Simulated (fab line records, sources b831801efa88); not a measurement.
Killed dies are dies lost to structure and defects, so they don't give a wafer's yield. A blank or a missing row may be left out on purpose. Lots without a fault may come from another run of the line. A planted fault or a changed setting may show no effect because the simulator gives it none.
Chamber matching | flow gf180mcu | GF_V3_CMP_04 on cmp-02: 4 sister chambers
The step polishes SiO2. 27 wafers are shown with their chamber, then 12 later ones without.

WAFERS WITH THEIR CHAMBER
wafer  | chamber | motor_current_A (A) | time_to_endpoint_s (s) | retaining_ring_pressure_frac
L074.2 | 3       | 14.9                | 76                     | 1.004
L074.4 | 2       | 12.1                | 78                     | 1.001
L074.6 | 1       | 12.9                | 79                     | 1.012
L075.1 | 2       | 13.0                | 65                     | 0.998
L075.2 | 3       | 15.0                | 75                     | 1.000
L075.5 | 0       | 11.6                | 77                     | 1.009
L077.2 | 0       | 11.9                | 77                     | 0.995
L077.3 | 2       | 11.8                | 88                     | 0.999
L077.6 | 2       | 12.5                | 85                     | 0.995
L079.2 | 0       | 11.9                | 77                     | 0.997
L079.5 | 0       | 12.4                | 80                     | 1.001
L079.6 | 3       | 16.2                | 92                     | 0.999
L082.3 | 2       | 11.9                | 71                     | 0.999
L082.4 | 0       | 12.5                | 80                     | 1.002
L082.5 | 0       | 12.2                | 76                     | 1.005
L083.1 | 3       | 15.2                | 83                     | 0.992
L083.2 | 0       | 12.4                | 82                     | 1.010
L083.5 | 0       | 12.0                | 83                     | 1.009
L087.3 | 1       | 12.7                | 70                     | 0.997
L087.4 | 3       | 15.2                | 86                     | 1.005
L087.5 | 0       | 12.2                | 71                     | 1.004
L088.2 | 1       | 12.2                | 71                     | 0.999
L088.4 | 2       | 12.6                | 80                     | 1.002
L088.6 | 2       | 12.2                | 84                     | 0.999
L089.1 | 2       | 11.7                | 82                     | 1.006
L089.2 | 3       | 14.9                | 83                     | 1.002
L089.3 | 1       | 12.0                | 80                     | 1.007

SIGNATURES (means of the wafers above)
reading                      | chamber 0 | chamber 1 | chamber 2 | chamber 3 | scatter within a chamber
motor_current_A              | 12.122    | 12.450    | 12.225    | 15.233    | 0.408
time_to_endpoint_s           | 78.11     | 75.00     | 79.12     | 82.50     | 5.9
retaining_ring_pressure_frac | 1.00356   | 1.00375   | 0.99987   | 1.00033   | 0.00492
Rule: a wafer's distance from a chamber is the root of the sum, over the readings, of the square of ((its reading less the chamber's mean) divided by the reading's scatter). The wafer belongs to the nearest chamber; if the next one is less than 2 further off, it can't be placed. The scatter: the root of (the sum of the squares of (reading less its chamber's mean) over the shown wafers, divided by (wafers less chambers)).

WAFERS WITHOUT THEIR CHAMBER
wafer  | motor_current_A (A) | time_to_endpoint_s (s) | retaining_ring_pressure_frac
L091.1 | 11.7                | 79                     | 0.996
L091.3 | 14.6                | 79                     | 0.998
L091.5 | 11.7                | 80                     | 1.004
L092.1 | 12.4                | 79                     | 1.002
L092.2 | 11.9                | 75                     | 1.000
L092.5 | 13.1                | 79                     | 1.006
L094.1 | 12.0                | 68                     | 1.002
L094.2 | 13.2                | 71                     | 1.001
L094.3 | 11.9                | 74                     | 0.999
L096.3 | 12.3                | 65                     | 1.003
L096.4 | 12.7                | 75                     | 0.994
L096.5 | 15.4                | 80                     | 0.999

WHICH CHAMBER EACH WENT THROUGH
wafer  | from the rows above          | in truth
L091.1 | can't be placed: 2 or 0 or 1 | 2
L091.3 | 3                            | 3
L091.5 | can't be placed: 0 or 2 or 1 | 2
L092.1 | can't be placed: 2 or 0 or 1 | 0
L092.2 | can't be placed: 0 or 2 or 1 | 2
L092.5 | can't be placed: 1 or 0 or 2 | 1
L094.1 | can't be placed: 1 or 0 or 2 | 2
L094.2 | can't be placed: 1 or 2 or 0 | 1
L094.3 | can't be placed: 2 or 0 or 1 | 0
L096.3 | can't be placed: 1 or 0 or 2 | 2
L096.4 | can't be placed: 2 or 1 or 0 | 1
L096.5 | 3                            | 3
Placed correctly: 2 of 12. Can't be placed from these rows: 10 (the true chamber is among the candidates in 10). Placed wrongly: 0.
